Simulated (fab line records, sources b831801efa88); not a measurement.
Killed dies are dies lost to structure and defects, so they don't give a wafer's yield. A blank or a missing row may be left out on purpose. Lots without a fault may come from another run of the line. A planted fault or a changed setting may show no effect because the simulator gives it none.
Which tool did it? | flow sfq_line | 14 lots, 41 wafers sampled, at 2 steps of a route of 325

WHAT THE GAUGES READ, wafer by wafer
SFQ_M6_RS_MEAS_938: measures by four-point-probe.
lot  | measured     | on            | M6_NB_RS (ohm/sq)
L154 | day 64 04:23 | film_metro-02 | 0.879 0.882 0.875
L155 | day 64 06:47 | film_metro-02 | 0.907 0.889 0.902
L161 | day 65 10:59 | film_metro-02 | 0.893 0.892 0.896
L162 | day 65 12:14 | film_metro-02 | 0.890 0.885 0.904
L163 | day 66 23:04 | film_metro-01 | 0.875 0.884 0.892
L164 | day 67 01:25 | film_metro-01 | 0.873 0.896 0.880
L165 | day 67 02:35 | film_metro-03 | 0.893 0.908 0.884
L166 | day 68 01:12 | film_metro-01 | 0.877 0.879 0.895
L167 | day 68 22:49 | film_metro-01 | 0.892 0.880 0.876
L171 | day 69 10:38 | film_metro-03 | 0.880 0.890 0.907
L172 | day 69 13:00 | film_metro-02 | 0.882 0.891 0.911
L173 | day 70 01:11 | film_metro-02 | 0.565 0.562
L174 | day 70 04:46 | film_metro-02 | 0.569 0.558 0.557
L175 | day 70 08:20 | film_metro-01 | 0.910 0.892 0.896

WHICH TOOL RAN EACH LOT (tool, then ch and the chambers of the sampled wafers, then the start)
lot  | SFQ_TRILAYER_M6_DEP_SPUTTER_157
L154 | pvd_sputter-06, day 64 04:18
L155 | pvd_sputter-05, day 64 06:42
L161 | pvd_sputter-04, day 65 10:54
L162 | pvd_sputter-05, day 65 12:06
L163 | pvd_sputter-05, day 66 22:55
L164 | pvd_sputter-05, day 67 01:19
L165 | pvd_sputter-04, day 67 02:30
L166 | pvd_sputter-05, day 68 01:07
L167 | pvd_sputter-05, day 68 22:44
L171 | pvd_sputter-05, day 69 10:31
L172 | pvd_sputter-06, day 69 12:55
L173 | pvd_sputter-06, day 70 01:03
L174 | pvd_sputter-06, day 70 04:39
L175 | pvd_sputter-04, day 70 08:15
- SFQ_TRILAYER_M6_DEP_SPUTTER_157: material Nb, target thk 200 nm, time 133.3 s.

WHAT THE TOOLS THEMSELVES READ (means of the sampled wafers that have a number; where no wafer has one, the mark that the record gives instead)
SFQ_TRILAYER_M6_DEP_SPUTTER_157.
lot  | tool           | throttle_valve_pct (%)
L154 | pvd_sputter-06 | 29.5
L155 | pvd_sputter-05 | 30.9
L161 | pvd_sputter-04 | 31.2
L162 | pvd_sputter-05 | 30.6
L163 | pvd_sputter-05 | 31.2
L164 | pvd_sputter-05 | 30.7
L165 | pvd_sputter-04 | 30.8
L166 | pvd_sputter-05 | 30.8
L167 | pvd_sputter-05 | 30.6
L171 | pvd_sputter-05 | 31.2
L172 | pvd_sputter-06 | 29.1
L173 | pvd_sputter-06 | 28.7
L174 | pvd_sputter-06 | 28.3
L175 | pvd_sputter-04 | 30.8

THE ANSWER, worked out from the rows above alone
Rule: what is usual is taken from the lots themselves. Put in order of their means at a reading, lots are off if they are a third of the lots or fewer, leave a main group of 4 or more, and stand apart from it by a gap of 3 or more times the standard deviation of the main group's means; of several such gaps the widest counts. A main group whose means are all the same, to the digits that the tables above print for the reading, isn't used. A lot without any number at a reading at which 4 lots or more have one is off too. The other lots that the step has rows for count as sound. The gauges are gone through in route order, then the tools' own readings, and for those a lot's mean is taken as printed above. The first step at which some lot is off is used, and at that step the reading that is off furthest; a lot without a number counts as furthest.
Off: L173, L174, at SFQ_M6_RS_MEAS_938 (M6_NB_RS). The main group: mean 0.890 ohm/sq, standard deviation 0.0068.
A tool fits if, at a process step before that reading, it ran every lot that is off, and no sound lot after the first of them. The gauges at SFQ_M6_RS_MEAS_938 aren't tried: what is off there is off at SFQ_TRILAYER_M6_DEP_SPUTTER_157 too, on other tools, and a gauge's error can't cause that. One fits: pvd_sputter-06 at SFQ_TRILAYER_M6_DEP_SPUTTER_157. Its last sound lot is L172 (day 69 12:55), its first lot that is off L173 (day 70 01:03): a fault that began between those two fits.

WHAT THE SIMULATOR HAD PUT IN
Process parameter drift: pvd_sputter-06, from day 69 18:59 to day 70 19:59, at SFQ_TRILAYER_M6_DEP_SPUTTER_157. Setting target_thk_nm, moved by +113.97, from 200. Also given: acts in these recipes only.
Lots struck among those shown: L173, L174. The rule above found the same.
